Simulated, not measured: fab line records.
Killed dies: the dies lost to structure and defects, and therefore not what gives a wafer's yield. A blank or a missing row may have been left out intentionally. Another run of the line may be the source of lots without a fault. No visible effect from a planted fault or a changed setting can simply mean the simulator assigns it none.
Which tool did it? / flow sky130 / 6 lots, 18 wafers sampled, at 2 steps of a route of 708

== WHAT THE GAUGES READ, wafer by wafer ==
SKY_LI_CONTACT_BOW_MEAS_03.
lot=L583; measured=day 28 10:44; on=film-metro-02; LI_CONTACT_BOW (um)=55 53 57
lot=L585; measured=day 29 05:17; on=film-metro-03; LI_CONTACT_BOW (um)=53 53 47
lot=L588; measured=day 30 17:02; on=film-metro-03; LI_CONTACT_BOW (um)=66 44 56
lot=L596; measured=day 32 23:31; on=film-metro-02; LI_CONTACT_BOW (um)=59 55 51
lot=L598; measured=day 33 15:43; on=film-metro-02; LI_CONTACT_BOW (um)=48 54 59
lot=L602; measured=day 34 12:23; on=film-metro-04; LI_CONTACT_BOW (um)=52 63 57

== WHAT TOOL EACH LOT RAN ON (gives the tool, then ch and the chambers of the sampled wafers, and finally the start) ==
lot=L583; SKY_SONOS_ONO_ETCH_15=rie-diel-02 ch 2,3, day 13 05:15
lot=L585; SKY_SONOS_ONO_ETCH_15=rie-diel-03 ch 2,3, day 14 00:10
lot=L588; SKY_SONOS_ONO_ETCH_15=rie-diel-03 ch 0,2, day 15 09:22
lot=L596; SKY_SONOS_ONO_ETCH_15=rie-diel-04 ch 1,3, day 17 19:13
lot=L598; SKY_SONOS_ONO_ETCH_15=rie-diel-03 ch 1,3, day 18 13:41
lot=L602; SKY_SONOS_ONO_ETCH_15=rie-diel-03 ch 0,3, day 19 12:52
- SKY_SONOS_ONO_ETCH_15: etches the open film in CHF3/O2, target depth 19.52 nm, time 7.8 s.

== THE ANSWER, worked out from the rows above alone ==
Rule: the lots themselves supply what counts as usual. The widest of any qualifying gaps counts: lots, ordered by their means at a reading, are off when they make up no more than a third of the lots, leave a main group of 4 or more, and stand apart from it by 3 or more times the standard deviation of that group's means. A main group is skipped when, at the precision printed for the reading in the tables above, its means are all equal. A lot without any number at a reading at which 4 lots or more have one is off too. Any other lot the step has rows for is counted as sound.
Nothing can be told from this: no lot is off at any reading shown.

== WHAT THE SIMULATOR HAD INSERTED ==
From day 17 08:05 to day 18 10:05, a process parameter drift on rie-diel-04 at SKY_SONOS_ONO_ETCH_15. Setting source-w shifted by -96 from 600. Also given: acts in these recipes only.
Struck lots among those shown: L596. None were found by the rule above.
